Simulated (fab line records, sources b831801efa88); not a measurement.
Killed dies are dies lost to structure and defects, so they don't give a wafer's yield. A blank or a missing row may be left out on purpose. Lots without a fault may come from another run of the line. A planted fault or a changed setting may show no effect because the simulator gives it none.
Chamber matching | flow gf180mcu | GF_V4_CMP_26 on cmp-01: 4 sister chambers
The step polishes, stops on SiO2, t overpolish 15 s, target thk 0 nm. 4 wafers are shown with their chamber, then 7 later ones without.

WAFERS WITH THEIR CHAMBER
wafer  | chamber | motor_current_A (A)
L460.1 | 1       | 12.4
L462.6 | 3       | 10.1
L470.3 | 0       | 10.5
L470.4 | 2       | 12.3

WAFERS WITHOUT THEIR CHAMBER
wafer  | motor_current_A (A)
L470.6 | 9.9
L471.3 | 10.1
L471.4 | 13.0
L471.6 | 12.7
L473.2 | 9.9
L473.3 | 10.7
L473.6 | 10.0

WHICH CHAMBER EACH WENT THROUGH
wafer  | from the rows above     | in truth
L470.6 | can't be placed: 3 or 0 | 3
L471.3 | can't be placed: 3 or 0 | 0
L471.4 | can't be placed: 1 or 2 | 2
L471.6 | can't be placed: 1 or 2 | 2
L473.2 | can't be placed: 3 or 0 | 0
L473.3 | can't be placed: 0 or 3 | 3
L473.6 | can't be placed: 3 or 0 | 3
Placed correctly: 0 of 7. Can't be placed from these rows: 7 (the true chamber is among the candidates in 7). Placed wrongly: 0.
How it was worked out, from the rows above alone: a wafer's distance from a chamber is the root of the sum, over the readings, of the square of ((its reading less the chamber's mean) divided by the reading's scatter). The wafer belongs to the nearest chamber; if the next one is less than 2 further off, it can't be placed. A chamber's mean is the mean of its shown wafers. The scatter: with one shown wafer a chamber, the root of the mean of the squares of how far each hidden wafer lies from its nearest shown one.
